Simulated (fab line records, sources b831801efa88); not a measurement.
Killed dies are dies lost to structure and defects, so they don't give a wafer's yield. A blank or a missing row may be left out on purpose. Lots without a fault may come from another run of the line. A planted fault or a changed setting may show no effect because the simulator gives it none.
fab line records | flow sfq_line
record lots=6 wafers=18 last_day=92
route steps=325 shown R5@212
lots that met no fault: from a run of the same line without faults
start_h: hours from the record's first day to the start of the lot's first wafer shown | wait_h: hours since the lot's step before | " the same as in the row above | L1.1+2: a row that stands for several wafers | - no value, or no start given | * or withheld: withheld | < > ~ a bound
route shown NAME@n: a module of which the file shows steps, and the number in the route of the first | usual: mean/standard deviation of fault-free wafers | same: alike in all rows | chamber/n: place in a boat | sites: the reading at each site | _std_site: their standard deviation | _edge_site: outer sites' mean less inner sites' | radius_mm: how far each site lies from the wafer's centre | mask NAME#n: copy n | behind: the tool/chamber that last shaped the wafer | hold: why the lot was held/for how many hours/how that ended | device: the transistor (n, p or np) that didn't switch | end of line: the same wafers' tests at the end of the route | a step without rows: its recipe alone | killed: dies lost to structure and defects at the first sort, not the wafer's yield | map: a wafer's dies, x killed, . not, _ none there
set.NAME: the setting as run; set.NAME@STEP: as run at that earlier step | model.NAME: the simulator's own value behind a step, which no gauge read
lots at some steps of the route; a table a step, a row a wafer
services: from which hour (start_h, from the record's first day; less than 0 if before it) a tool's chamber was out of use, for how many hours, and why
## steps
# step SFQ_TRILAYER_R5_DEP_SPUTTER_132
# recipe material=Ti base_pressure_pa=1.33e-06 target_thk_nm=5 power_w=2000 time_s=5 chamber_pressure_pa=0.4
# usual throttle_valve_pct=29.8/1.1
# columns lot.wafer tool chamber start_h wait_h throttle_valve_pct
L511.2 pvd_sputter-04 - 1634.94 0.8 30.4
L511.3 " - " " 30.1
L511.6 " - " " 30.5
L512.1 pvd_sputter-03 - 1637.94 1.0 27.9
L512.3 " - " " 29.2
L512.6 " - " " 29.9
L513.2 pvd_sputter-04 - 1643.94 0.8 30.0
L513.4 " - " " 30.5
L513.6 " - " " 27.3
L514.3 pvd_sputter-04 - 1655.39 0.6 30.5
L514.5 " - " " 30.4
L514.6 " - " " 30.7
L524.3 pvd_sputter-06 - 1744.66 0.6 30.6
L524.4 " - " " 30.2
L524.6 " - " " 29.4
L525.1 pvd_sputter-06 - 1752.93 1.0 29.9
L525.2 " - " " 29.7
L525.6 " - " " 31.5
# step SFQ_TRILAYER_R5_DEP_SPUTTER_133
# recipe material=MoNx base_pressure_pa=1.33e-06 target_thk_nm=40 power_w=1000 time_s=66.7 chamber_pressure_pa=0.4
# usual throttle_valve_pct=29.8/1.1
# columns lot.wafer tool chamber start_h wait_h throttle_valve_pct
L511.2 pvd_sputter-04 - 1634.96 0.0 30.3
L511.3 " - " " 30.1
L511.6 " - " " 30.2
L512.1 pvd_sputter-03 - 1637.96 0.0 28.0
L512.3 " - " " 29.6
L512.6 " - " " 29.7
L513.2 pvd_sputter-04 - 1643.96 0.0 30.3
L513.4 " - " " 30.2
L513.6 " - " " 27.3
L514.3 pvd_sputter-04 - 1655.41 0.0 30.5
L514.5 " - " " 30.2
L514.6 " - " " 30.7
L524.3 pvd_sputter-06 - 1744.68 0.0 30.5
L524.4 " - " " 30.0
L524.6 " - " " 29.5
L525.1 pvd_sputter-06 - 1752.95 0.0 30.2
L525.2 " - " " 29.4
L525.6 " - " " 31.3
# step SFQ_TRILAYER_R5_DEP_SPUTTER_134
# recipe material=Ti base_pressure_pa=1.33e-06 target_thk_nm=5 power_w=2000 time_s=5 chamber_pressure_pa=0.4
# usual throttle_valve_pct=29.8/1.1
# columns lot.wafer tool chamber start_h wait_h throttle_valve_pct
L511.2 pvd_sputter-04 - 1635.02 0.0 30.5
L511.3 " - " " 30.1
L511.6 " - " " 30.3
L512.1 pvd_sputter-03 - 1638.02 0.0 28.0
L512.3 " - " " 29.7
L512.6 " - " " 29.7
L513.2 pvd_sputter-04 - 1644.02 0.0 30.2
L513.4 " - " " 30.4
L513.6 " - " " 27.3
L514.3 pvd_sputter-04 - 1655.46 0.0 30.5
L514.5 " - " " 30.1
L514.6 " - " " 30.2
L524.3 pvd_sputter-06 - 1744.74 0.0 30.7
L524.4 " - " " 30.2
L524.6 " - " " 29.6
L525.1 pvd_sputter-06 - 1753.00 0.0 30.3
L525.2 " - " " 29.2
L525.6 " - " " 31.3
# step SFQ_R5_RS_MEAS_933
# recipe thk_meas_gauge=four-point-probe reads=Ti_of_TRILAYER_R5_DEP_SPUTTER_134+MoNx_of_TRILAYER_R5_DEP_SPUTTER_133+Ti_of_TRILAYER_R5_DEP_SPUTTER_132
# usual R5_MONX_RS=7.10/0.093
# columns lot.wafer tool chamber start_h wait_h R5_MONX_RS[ohm/sq]
L511.2 film_metro-03 - 1635.06 0.0 7.11
L511.3 " - " " 6.99
L511.6 " - " " 7.10
L512.1 film_metro-04 - 1638.04 0.0 7.27
L512.3 " - " " 7.20
L512.6 " - " " 7.22
L513.2 film_metro-03 - 1644.06 0.0 6.91
L513.4 " - " " 7.00
L513.6 " - " " 7.15
L514.3 film_metro-01 - 1655.52 0.0 7.14
L514.5 " - " " 6.98
L514.6 " - " " 7.09
L524.3 film_metro-03 - 1744.80 0.0 7.05
L524.4 " - " " 7.03
L524.6 " - " " 7.05
L525.1 film_metro-03 - 1753.02 0.0 7.09
L525.2 " - " " 7.13
L525.6 " - " " 7.09
# step SFQ_R5_THK_MEAS_934
# recipe thk_meas_gauge=xrf reads=MoNx_of_TRILAYER_R5_DEP_SPUTTER_133
# usual R5_MONX_THK=40.1/0.65
# columns lot.wafer tool chamber start_h wait_h R5_MONX_THK[nm]
L511.2 film_metro-03 - 1635.17 0.1 40.0
L511.3 " - " " 40.7
L511.6 " - " " 40.0
L512.1 film_metro-04 - 1638.16 0.1 39.0
L512.3 " - " " 39.5
L512.6 " - " " 39.0
L513.2 film_metro-03 - 1644.17 0.1 41.7
L513.4 " - " " 40.9
L513.6 " - " " 39.9
L514.3 film_metro-01 - 1655.62 0.1 40.0
L514.5 " - " " 41.0
L514.6 " - " " 39.9
L524.3 film_metro-03 - 1744.90 0.1 40.4
L524.4 " - " " 40.8
L524.6 " - " " 40.4
L525.1 film_metro-03 - 1753.14 0.1 40.3
L525.2 " - " " 39.9
L525.6 " - " " 40.5
# step SFQ_TRILAYER_R5_LITHO_COAT_141
# recipe resist=BARC spin_rpm=3000 resist_thk_nm=62
# step SFQ_TRILAYER_R5_LITHO_COAT_136
# recipe resist=KrF spin_rpm=3000 resist_thk_nm=600
# step SFQ_TRILAYER_R5_LITHO_SOFTBAKE_140
# recipe temp_c=withheld time_s=withheld resist=KrF
# step SFQ_TRILAYER_R5_LITHO_EXPOSE_137
# recipe mask_id=R5 na=0.6 source_shape=conventional sigma_outer=0.65 target_cd_nm=500 dose_mj=14.4
# step SFQ_TRILAYER_R5_LITHO_PEB_139
# recipe peb_temp_c=115 peb_time_s=60 resist=KrF
# step SFQ_TRILAYER_R5_LITHO_DEVELOP_138
# recipe time_s=60 resist=KrF
# step SFQ_R5_OVL_MEAS_935
# usual R5_OVL=1/6
# columns lot.wafer tool chamber start_h wait_h R5_OVL[nm]
L511.2 overlay-02 - 1643.48 0.1 -2
L511.3 " - " " -2
L511.6 " - " " 4
L512.1 overlay-02 - 1644.68 0.1 13
L512.3 " - " " 9
L512.6 " - " " 11
L513.2 overlay-02 - 1649.48 0.1 -5
L513.4 " - " " -1
L513.6 " - " " -6
L514.3 overlay-01 - 1657.92 0.1 4
L514.5 " - " " 4
L514.6 " - " " 5
L524.3 overlay-02 - 1832.28 0.1 -1
L524.4 " - " " 6
L524.6 " - " " 6
L525.1 overlay-02 - 1841.87 0.1 1
L525.2 " - " " -1
L525.6 " - " " -5
# step SFQ_TRILAYER_R5_BARC_OPEN_METAL_ETCH_177
# recipe mask_material=PR chemistry=O2 target_depth_nm=125 target=BARC icp_w=600 bias_w=80 pressure_mtorr=10 time_s=41.7
# usual drypump_motor_current_A=5.7/0.42 he_backside_leak_sccm=3.4/0.3 oes_product_au=0.685/0.0044
# columns lot.wafer tool chamber start_h wait_h drypump_motor_current_A he_backside_leak_sccm oes_product_au rf_hours_counter_h
L511.2 rie_metal-03 1 1643.51 0.0 5.2 3.2 0.670 75
L511.3 " 1 " " 5.2 3.3 0.677 -
L511.6 " 0 " " 5.9 3.6 0.693 -
L512.1 rie_metal-02 0 1644.71 0.0 5.5 3.7 0.690 122
L512.3 " 1 " " 6.3 3.1 0.680 -
L512.6 " 0 " " 5.5 3.9 0.681 -
L513.2 rie_metal-03 0 1649.51 0.0 5.9 5.9 0.674 91
L513.4 " 0 " " 6.0 3.6 0.682 -
L513.6 " 0 " " 5.9 3.7 0.680 -
L514.3 rie_metal-01 0 1657.97 0.0 5.3 3.0 0.693 -
L514.5 " 1 " " 6.0 2.9 0.680 -
L514.6 " 0 " " 5.3 3.1 0.686 -
L524.3 rie_metal-03 1 1832.33 0.0 5.1 3.4 0.684 -
L524.4 " 0 " " 5.9 3.5 0.690 -
L524.6 " 1 " " 5.1 3.4 0.678 -
L525.1 rie_metal-02 0 1841.91 0.0 5.5 3.5 0.687 17
L525.2 " 1 " " 6.3 3.2 0.681 43
L525.6 " 1 " " 6.3 3.2 0.680 -
# step SFQ_TRILAYER_R5_ETCH_METAL_ETCH_139
# recipe stop_on=SiO2 mask_material=PR chemistry=Cl2 target_depth_nm=60 icp_w=600 bias_w=80 pressure_mtorr=10 time_s=40
# usual drypump_motor_current_A=5.7/0.42 he_backside_leak_sccm=3.40/0.25 oes_product_au=0.989/0.0091
# columns lot.wafer tool chamber start_h wait_h drypump_motor_current_A he_backside_leak_sccm oes_product_au rf_hours_counter_h
L511.2 rie_metal-03 1 1643.57 0.0 5.2 3.24 0.995 75
L511.3 " 1 " " 5.2 3.42 0.992 -
L511.6 " 0 " " 6.0 3.56 0.993 -
L512.1 rie_metal-02 0 1644.77 0.0 5.5 3.51 0.990 122
L512.3 " 1 " " 6.3 3.13 0.990 -
L512.6 " 0 " " 5.5 3.71 0.989 -
L513.2 rie_metal-03 0 1649.57 0.0 5.9 3.69 1.001 91
L513.4 " 0 " " 6.0 3.75 0.996 -
L513.6 " 0 " " 5.9 3.79 0.989 -
L514.3 rie_metal-01 0 1658.03 0.0 5.3 3.31 0.968 -
L514.5 " 1 " " 6.0 3.26 0.983 -
L514.6 " 0 " " 5.3 3.24 0.972 -
L524.3 rie_metal-03 1 1832.39 0.0 5.2 3.23 0.987 -
L524.4 " 0 " " 5.9 3.60 0.992 -
L524.6 " 1 " " 5.2 3.39 1.000 -
L525.1 rie_metal-02 0 1841.97 0.0 5.6 3.49 0.984 17
L525.2 " 1 " " 6.3 3.22 0.990 43
L525.6 " 1 " " 6.3 3.14 0.995 -
## services
# columns tool chamber start_h hours kind
pvd_sputter-06 - 1614.09 9.0 repair
rie_metal-02 1 1615.20 3.7 repair
rie_metal-03 - 1622.14 0.2 repair
pvd_sputter-06 - 1660.33 1.8 repair
pvd_sputter-06 - 1671.29 0.5 repair
rie_metal-02 0 1685.57 - clean
rie_metal-02 0 1685.57 - consumable_replace:focus_ring
rie_metal-02 0 1685.57 25.0 scheduled_down
rie_metal-02 0 1685.57 25.0 vent_cycle
pvd_sputter-03 - 1740.14 6.9 repair
pvd_sputter-04 - 1751.65 7.8 repair
rie_metal-01 0 1752.37 4.8 repair
rie_metal-01 - 1773.49 4.3 pm
rie_metal-03 0 1786.01 32.8 repair
pvd_sputter-06 - 1799.30 0.9 repair
pvd_sputter-06 - 1815.36 5.3 repair
## key
first_sign step=SFQ_TRILAYER_R5_BARC_OPEN_METAL_ETCH_177 reading=oes_product_au direction=down sigmas=2.6 usual=0.685 struck=0.674
effect none on later readings
met_at SFQ_TRILAYER_R5_BARC_OPEN_METAL_ETCH_177
struck_wafers L511.2,L511.3,L513.2
fault kind=process_parameter_drift tool=rie_metal-03 chamber=- onset_h=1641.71 steps=SFQ_TRILAYER_R5_BARC_OPEN_METAL_ETCH_177 channel=time_s offset=* shape=step end_h=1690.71 scope=struck_wafers_only acts_in=* stated=*
